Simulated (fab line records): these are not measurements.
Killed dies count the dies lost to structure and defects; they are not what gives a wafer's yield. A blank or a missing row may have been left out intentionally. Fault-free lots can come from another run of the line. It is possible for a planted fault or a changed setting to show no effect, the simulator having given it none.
One fault seen from 2 desks -- flow gf180mcu -- each desk has only its own numbers; what lay behind them comes last

THE METROLOGY DESK
Lot by lot, what the gauges showed, no matter which tool ran the lot: averages of those sampled wafers that carry a number. Marked OUT: a lot whose mean sits more than 4 standard deviations from the usual mean, which makes it out of limits; the brackets give that distance.
Columns: A = STI_OXIDATION_01_THK at GF_STI_THK_MEAS_22, usual 14.94 nm; B = NWELL_TW at GF_NWELL_TW_MEAS_11, usual 1574; C = MVSD_TW at GF_MVSD_TW_MEAS_11, usual 1594; D = MVSD_RS at GF_VT_IMPLANT_RS_MEAS_46, usual 456.7 ohm/sq
lot,first seen here,A,B,C,D
L530,day 2 14:24,15.17,1577,1590,457.1
L532,day 3 00:31,14.84,1571,1585,457.8
L534,day 3 09:37,15.02,1566,1586,456.3
L535,day 3 15:27,15.20,1588,1592,456.6
L536,day 3 21:58,14.75,1567,1591,456.2
L537,day 4 01:53,14.58,1566,1637 (+6.6) OUT,435.0 (-20) OUT
L538,day 4 08:13,14.83,1589,1632 (+5.8) OUT,435.3 (-19) OUT
L546,day 6 04:11,14.56,1582,1592,457.4
L548,day 6 12:46,15.42,1575,1597,456.4
L549,day 6 18:07,15.14,1579,1593,456.5
L550,day 7 00:58,15.27,1579,1598,456.4
L551,day 7 06:02,15.46,1574,1596,458.4
This desk finds L537, L538 out of limits, with the earliest case on L537 at day 6 13:16 (MVSD_TW at GF_MVSD_TW_MEAS_11). L530, L532, L534, L535, L536, L546, L548, L549, L550, L551: within limits.

AT THE TOOL OWNER'S DESK: implanter-01
The tool's own readings at GF_MVSD_IMPLANT_08: means of the sampled wafers that have a number, for each lot that ran on this tool. Marked OUT: a lot whose mean sits more than 4 standard deviations from the usual mean, which makes it out of limits; the brackets give that distance.
Columns: A = beamOnS at GF_MVSD_IMPLANT_08, usual 10.04 s; B = endStationPressureTorr at GF_MVSD_IMPLANT_08, usual 5.07e-06 Torr; C = faradayCurrentUA at GF_MVSD_IMPLANT_08, usual 89.9
lot,first seen here,A,B,C
L530,day 4 22:19,9.98,5.04e-06,90.3
L534,day 5 19:16,9.95,5.15e-06,90.8
L535,day 6 02:16,9.90,5.29e-06,91.3
L536,day 6 08:14,10.01,5.26e-06,90.0
L537,day 6 12:52,10.84,6.52e-05 (+99 or more) OUT,80.6 (-4.7) OUT
L538,day 6 21:22,11.23 (+5.2) OUT,6.62e-05 (+99 or more) OUT,77.5 (-6.2) OUT
L549,day 9 14:43,10.05,5.15e-06,90.0
L550,day 10 03:39,9.99,5.04e-06,90.3
This desk finds L537, L538 out of limits, L537 being first, at day 6 12:52 (endStationPressureTorr at GF_MVSD_IMPLANT_08). L530, L534, L535, L536, L549, L550: within limits.

PUT TOGETHER
The tool owner's desk could have raised an alarm at day 6 12:52, on L537, L538.
On L537, L538, the metrology desk was in a position to raise an alarm at day 6 13:16.
On implanter-01, each named lot ran GF_MVSD_IMPLANT_08.

WHAT THE SIMULATOR PUT IN
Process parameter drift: implanter-01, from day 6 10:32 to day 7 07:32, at GF_MVSD_IMPLANT_08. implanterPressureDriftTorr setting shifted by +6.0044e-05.
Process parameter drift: implanter-01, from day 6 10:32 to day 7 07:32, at GF_MVSD_IMPLANT_08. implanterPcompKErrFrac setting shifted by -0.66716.
Lots struck among those shown: L537, L538.
Counting hours from when the fault started, the first reading out of limits came at 2 for the tool owner's desk and at 3 for the metrology desk.
